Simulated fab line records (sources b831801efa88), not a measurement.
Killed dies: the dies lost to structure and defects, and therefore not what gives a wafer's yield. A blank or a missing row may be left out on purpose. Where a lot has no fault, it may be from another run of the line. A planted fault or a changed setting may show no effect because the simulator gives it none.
fab line records + flow sky130
record:
- lots: 5
- wafers: 15
- last-day: 50
route steps=708 shown SD_P@324 RES_XHIGH@332
lots that met no fault: taken from a fault-free run of the same line
start-h: hours from the record's opening day to when the first of the lot's shown wafers began + wait-h: how many hours have passed since the lot's step before this one + " repeats the value in the row above + L1.1+2: a row that stands for several wafers + - either no value or no given start + * or withheld: withheld + < > ~ a bound
route shown NAME@n: names a module that has steps shown in the file, with the first one's number in the route + usual: mean and standard deviation over wafers with no fault + same: alike in all rows + chamber/n: place in a boat + sites: the reading at each site + _std_site: their standard deviation + _edge_site: the outer-site mean with the inner-site mean subtracted + radius-mm: for every site, how far away it sits from the centre of the wafer + mask NAME#n: copy n + behind: the most recent tool/chamber to have shaped the wafer + hold: cause of the lot's hold/its duration in hours/its outcome + device: the transistor (n, p or np) that didn't switch + end of line: tests run on the same wafers once the route is complete + where a step has no rows: the recipe by itself + killed: the dies lost at the first sort to structure and to defects; this is not the yield of the wafer + map: shows each die of a wafer: x if killed, . if not, _ if none is there
set.NAME: the setting that was run; set.NAME@STEP: the one run at that earlier step + model.NAME: the simulator's own value behind a step, which no gauge read
certain route steps with their lots: each step a table, each wafer a row
services: a tool's chamber out of use, with start hour (start-h, from the record's first day; less than 0 if before it), hours out, and reason
== steps ==
step: SKY_SD_P_EXPOSE_04
recipe:
- mask-id: PSDM
- na: 0.6
- source-shape: conventional
- sigma-outer: 0.6
- polarization: unpolarized
- target-cd-nm: 380
- dose-mj: 138
step: SKY_SD_P_PEB_05
recipe:
- temp-c: withheld
- time-s: *
- resist: NOVOLAK
step: SKY_SD_P_DEVELOP_06
recipe:
- resist: NOVOLAK
- developer: TMAH
- develop-time-s: 60
- dev-temp-c: 23
step: SKY_SD_P_CD_MEAS_07
recipe:
- target-cd-nm: 380
usual:
- cd-nm: 379.9/1.9
| lot.wafer | tool      | chamber | start-h | wait-h | cd-nm |
|-----------|-----------|---------|---------|--------|-------|
| L732.1    | cd-sem-01 | -       | 602.97  | 0.1    | 380.2 |
| L732.2    | "         | -       | "       | "      | 376.4 |
| L732.3    | "         | -       | "       | "      | 375.8 |
| L738.3    | cd-sem-02 | -       | 643.51  | 0.2    | 379.7 |
| L738.4    | "         | -       | "       | "      | 378.7 |
| L738.5    | "         | -       | "       | "      | 379.8 |
| L739.2    | cd-sem-01 | -       | 653.69  | 0.2    | 378.3 |
| L739.4    | "         | -       | "       | "      | 379.3 |
| L739.5    | "         | -       | "       | "      | 377.6 |
| L751.2    | cd-sem-02 | -       | 744.87  | 0.1    | 380.8 |
| L751.3    | "         | -       | "       | "      | 381.8 |
| L751.5    | "         | -       | "       | "      | 381.6 |
| L752.2    | cd-sem-02 | -       | 774.22  | 0.1    | 380.9 |
| L752.3    | "         | -       | "       | "      | 379.6 |
| L752.6    | "         | -       | "       | "      | 378.4 |
step: SKY_SD_P_OVL_MEAS_08
usual:
- SD_P_OVL: -0.2/1.2
| lot.wafer | tool       | chamber | start-h | wait-h | SD_P_OVL[nm] |
|-----------|------------|---------|---------|--------|--------------|
| L732.1    | overlay-01 | -       | 603.09  | 0.1    | -2.3         |
| L732.2    | "          | -       | "       | "      | -2.8         |
| L732.3    | "          | -       | "       | "      | -2.2         |
| L738.3    | overlay-02 | -       | 643.60  | 0.1    | 0.0          |
| L738.4    | "          | -       | "       | "      | 0.2          |
| L738.5    | "          | -       | "       | "      | 1.1          |
| L739.2    | overlay-01 | -       | 653.80  | 0.1    | 1.7          |
| L739.4    | "          | -       | "       | "      | -0.8         |
| L739.5    | "          | -       | "       | "      | -1.9         |
| L751.2    | overlay-01 | -       | 744.98  | 0.1    | -0.6         |
| L751.3    | "          | -       | "       | "      | 0.0          |
| L751.5    | "          | -       | "       | "      | 0.9          |
| L752.2    | overlay-02 | -       | 774.33  | 0.1    | -1.0         |
| L752.3    | "          | -       | "       | "      | -1.5         |
| L752.6    | "          | -       | "       | "      | -0.7         |
step: SKY_SD_P_IMPLANT_09
recipe:
- species: BF2
- energy-kev: 20
- dose-cm2: 3e+15
- tilt-deg: 0
step: SKY_SD_P_STRIP_10
recipe:
- chemistry: O2/N2
- power-w: 1400
- pressure-mtorr: 1500
- platen-temp-c: withheld
- o2-flow-sccm: 3000
- n2-flow-sccm: 300
- overash-fraction: 0.5
usual:
- drypump-motor-current-A: 5.9/0.51
- o2-flow-sccm: 3001/9.7
- oes-product-au: 0.618/0.005
- strip-time-to-endpoint-s: 17.51/0.039
| lot.wafer | tool            | chamber | start-h | wait-h | drypump-motor-current-A | o2-flow-sccm | oes-product-au | rf-hours-counter-h | strip-time-to-endpoint-s |
|-----------|-----------------|---------|---------|--------|-------------------------|--------------|----------------|--------------------|--------------------------|
| L732.1    | plasma-asher-03 | 0       | 603.27  | 0.1    | 5.5                     | 2982         | 0.622          | 69                 | 17.54                    |
| L732.2    | "               | 1       | "       | "      | 6.5                     | 3007         | 0.615          | 69                 | 17.56                    |
| L732.3    | "               | 1       | "       | "      | 6.5                     | 2991         | 0.622          | -                  | 17.58                    |
| L738.3    | plasma-asher-03 | 0       | 643.80  | 0.1    | 5.6                     | 2993         | 0.608          | -                  | 17.50                    |
| L738.4    | "               | 1       | "       | "      | 6.5                     | 3001         | 0.618          | -                  | 17.48                    |
| L738.5    | "               | 0       | "       | "      | 5.5                     | 3004         | 0.623          | -                  | 17.54                    |
| L739.2    | plasma-asher-03 | 1       | 653.98  | 0.1    | 6.5                     | 2995         | 0.630          | 74                 | 17.53                    |
| L739.4    | "               | 0       | "       | "      | 5.5                     | 3010         | 0.622          | -                  | 17.57                    |
| L739.5    | "               | 1       | "       | "      | 6.5                     | 3001         | 0.621          | -                  | 17.61                    |
| L751.2    | plasma-asher-03 | 0       | 745.16  | 0.1    | 5.5                     | 3007         | 0.615          | 83                 | 17.53                    |
| L751.3    | "               | 1       | "       | "      | 6.5                     | 2998         | 0.621          | -                  | 17.50                    |
| L751.5    | "               | 1       | "       | "      | 6.5                     | 2997         | 0.612          | -                  | 17.58                    |
| L752.2    | plasma-asher-02 | 1       | 774.51  | 0.1    | 6.4                     | 3006         | 0.622          | 2                  | 17.55                    |
| L752.3    | "               | 0       | "       | "      | 5.4                     | 2985         | 0.617          | -                  | 17.52                    |
| L752.6    | "               | 1       | "       | "      | 6.4                     | 3011         | 0.613          | -                  | 17.51                    |
step: SKY_SD_P_TW_MEAS_11
usual:
- SD_P_TW: 2806/24
| lot.wafer | tool          | chamber | start-h | wait-h | SD_P_TW |
|-----------|---------------|---------|---------|--------|---------|
| L732.1    | film-metro-02 | -       | 603.37  | 0.1    | 2776    |
| L732.2    | "             | -       | "       | "      | 2775    |
| L732.3    | "             | -       | "       | "      | 2777    |
| L738.3    | film-metro-04 | -       | 643.89  | 0.1    | 2842    |
| L738.4    | "             | -       | "       | "      | 2843    |
| L738.5    | "             | -       | "       | "      | 2834    |
| L739.2    | film-metro-02 | -       | 654.09  | 0.1    | 2802    |
| L739.4    | "             | -       | "       | "      | 2800    |
| L739.5    | "             | -       | "       | "      | 2804    |
| L751.2    | film-metro-01 | -       | 745.27  | 0.1    | 2822    |
| L751.3    | "             | -       | "       | "      | 2814    |
| L751.5    | "             | -       | "       | "      | 2815    |
| L752.2    | film-metro-04 | -       | 774.62  | 0.1    | 2837    |
| L752.3    | "             | -       | "       | "      | 2840    |
| L752.6    | "             | -       | "       | "      | 2836    |
step: SKY_RES_XHIGH_DEHYDRATE_00
recipe:
- temp-c: 200
- time-s: 60
step: SKY_RES_XHIGH_HMDS_01
recipe:
- prime-time-s: 60
- prime-temp-c: 120
step: SKY_RES_XHIGH_COAT_02
recipe:
- resist: NOVOLAK
- spin-rpm: 3000
- resist-thk-nm: 1148
step: SKY_RES_XHIGH_SOFTBAKE_03
recipe:
- temp-c: 90
- time-s: 60
- resist: NOVOLAK
step: SKY_RES_XHIGH_EXPOSE_04
recipe:
- mask-id: URPM
- na: 0.6
- source-shape: conventional
- sigma-outer: 0.6
- polarization: unpolarized
- target-cd-nm: 1270
- dose-mj: 140
usual:
- stage-vel-mm-s: 500.06/0.25
| lot.wafer | tool             | chamber | start-h | wait-h | mask      | stage-vel-mm-s |
|-----------|------------------|---------|---------|--------|-----------|----------------|
| L732.1    | iline-stepper-02 | 0       | 615.53  | -      | URPM#0    | 499.94         |
| L732.2    | "                | 0       | "       | "      | URPM#0    | 500.38         |
| L732.3    | "                | 0       | "       | "      | URPM#0    | 500.29         |
| L738.3    | iline-stepper-01 | 0       | 656.51  | -      | URPM_R1#0 | 500.59         |
| L738.4    | "                | 0       | "       | "      | URPM_R1#0 | 500.44         |
| L738.5    | "                | 0       | "       | "      | URPM_R1#0 | 500.72         |
| L739.2    | iline-stepper-02 | 0       | 666.86  | -      | URPM#0    | 499.87         |
| L739.4    | "                | 0       | "       | "      | URPM#0    | 499.74         |
| L739.5    | "                | 0       | "       | "      | URPM#0    | 499.84         |
| L751.2    | iline-stepper-02 | 0       | 759.60  | -      | URPM#0    | 499.61         |
| L751.3    | "                | 0       | "       | "      | URPM#0    | 499.91         |
| L751.5    | "                | 0       | "       | "      | URPM#0    | 500.13         |
| L752.2    | iline-stepper-01 | 0       | 788.63  | -      | URPM#0    | 500.30         |
| L752.3    | "                | 0       | "       | "      | URPM#0    | 500.25         |
| L752.6    | "                | 0       | "       | "      | URPM#0    | 500.31         |
step: SKY_RES_XHIGH_PEB_05
recipe:
- temp-c: withheld
- time-s: *
- resist: NOVOLAK
== services ==
| tool             | chamber | start-h | hours | kind        |
|------------------|---------|---------|-------|-------------|
| iline-stepper-02 | -       | 587.28  | 19.3  | repair      |
| iline-stepper-01 | -       | 593.37  | 11.7  | repair      |
| iline-stepper-01 | -       | 599.30  | -     | calibration |
| iline-stepper-01 | -       | 605.93  | 5.9   | repair      |
| iline-stepper-01 | -       | 611.80  | 4.3   | pm          |
| iline-stepper-01 | 0       | 624.82  | -     | calibration |
| iline-stepper-02 | 0       | 630.38  | -     | calibration |
| plasma-asher-03  | -       | 635.21  | 1.6   | repair      |
| iline-stepper-01 | -       | 715.49  | 1.7   | pm          |
| plasma-asher-02  | -       | 733.75  | 9.0   | pm          |
| plasma-asher-02  | 0       | 733.75  | 9.0   | vent-cycle  |
| plasma-asher-02  | 1       | 733.75  | 9.0   | vent-cycle  |
| plasma-asher-02  | -       | 737.72  | 0.4   | repair      |
| plasma-asher-02  | 0       | 742.75  | -     | clean       |
| plasma-asher-02  | 1       | 742.75  | -     | clean       |
| plasma-asher-02  | -       | 747.12  | 1.4   | repair      |
| iline-stepper-01 | -       | 756.22  | 12.9  | repair      |
| plasma-asher-02  | -       | 768.09  | 3.8   | pm          |
| iline-stepper-02 | -       | 769.13  | 1.7   | pm          |
== key ==
first-sign:
- step: SKY_RES_XHIGH_EXPOSE_04
- reading: mask
- direction: changed
effect none on later readings
met-at SKY_RES_XHIGH_EXPOSE_04
struck-wafers L738.3,L738.4,L738.5
sort-left-out L738.3,L738.4,L738.5
tester-left-out L738
fault:
- kind: wrong-mask
- tool: any
- chamber: -
- onset-h: 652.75
- steps: SKY_RES_XHIGH_EXPOSE_04
- aux-copy: URPM_R1#0
- cd-offset-nm: 190
- scope: struck-lots-only
tester-left-out: of these lots the tester's yield and bins aren't shown, on N5 and GAA mostly nor the transistor test; their killed dies are dies lost to structure and defects alone, not to doping, threshold or leakage, so they don't give the yield
sort-left-out: the simulated sort isn't trusted on such a fault, so these wafers' sort isn't shown, and their yield isn't known
